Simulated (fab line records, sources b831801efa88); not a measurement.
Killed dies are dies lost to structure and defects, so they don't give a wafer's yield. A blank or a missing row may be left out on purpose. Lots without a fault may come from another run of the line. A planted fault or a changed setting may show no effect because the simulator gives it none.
Chamber matching | flow gf180mcu | GF_V5_CMP_26 on cmp-02: 4 sister chambers
The step polishes, stops on SiO2, t overpolish 15 s, target thk 0 nm. 14 wafers are shown with their chamber, then 7 later ones without.

WAFERS WITH THEIR CHAMBER
wafer  | chamber | time_to_endpoint_s (s) | motor_current_A (A) | slurry_filter_dp_kPa (kPa)
L535.3 | 3       | 83                     | 11.1                | 13.44
L535.5 | 1       | 84                     | 11.9                | 13.51
L535.6 | 2       | 91                     | 12.4                | 13.45
L537.1 | 2       | 90                     | 12.2                | 13.54
L537.2 | 3       | 85                     | 11.3                | 13.50
L537.4 | 1       | 89                     | 11.3                | 13.36
L539.1 | 2       | 90                     | 11.4                | 13.48
L539.2 | 1       | 89                     | 11.8                | 13.38
L539.4 | 0       | 80                     | 11.5                | 13.63
L543.1 | 1       | 83                     | 11.7                | 13.33
L543.2 | 2       | 87                     | 12.7                | 13.42
L543.4 | 0       | 80                     | 11.3                | 13.63
L546.4 | 0       | 82                     | 11.2                | 13.64
L546.5 | 0       | 80                     | 11.2                | 13.38

SIGNATURES (means of the wafers above)
reading              | chamber 0 | chamber 1 | chamber 2 | chamber 3 | scatter within a chamber
time_to_endpoint_s   | 80.50     | 86.25     | 89.50     | 84.00     | 2.12
motor_current_A      | 11.300    | 11.675    | 12.175    | 11.200    | 0.349
slurry_filter_dp_kPa | 13.5700   | 13.3950   | 13.4725   | 13.4700   | 0.0876
Rule: a wafer's distance from a chamber is the root of the sum, over the readings, of the square of ((its reading less the chamber's mean) divided by the reading's scatter). The wafer belongs to the nearest chamber; if the next one is less than 2 further off, it can't be placed. The scatter: the root of (the sum of the squares of (reading less its chamber's mean) over the shown wafers, divided by (wafers less chambers)).

WAFERS WITHOUT THEIR CHAMBER
wafer  | time_to_endpoint_s (s) | motor_current_A (A) | slurry_filter_dp_kPa (kPa)
L546.6 | 83                     | 11.5                | 13.58
L548.1 | 75                     | 10.5                | 13.27
L548.2 | 77                     | 10.9                | 13.58
L548.4 | 80                     | 11.2                | 13.59
L555.1 | 78                     | 11.1                | 13.26
L555.3 | 86                     | 12.4                | 13.44
L555.6 | 81                     | 11.4                | 13.33

WHICH CHAMBER EACH WENT THROUGH
wafer  | from the rows above          | in truth
L546.6 | can't be placed: 0 or 3 or 1 | 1
L548.1 | can't be placed: 0 or 3 or 1 | 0
L548.2 | can't be placed: 0 or 3      | 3
L548.4 | can't be placed: 0 or 3      | 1
L555.1 | can't be placed: 3 or 0 or 1 | 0
L555.3 | can't be placed: 2 or 1 or 3 | 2
L555.6 | can't be placed: 3 or 1 or 0 | 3
Placed correctly: 0 of 7. Can't be placed from these rows: 7 (the true chamber is among the candidates in 6). Placed wrongly: 0.
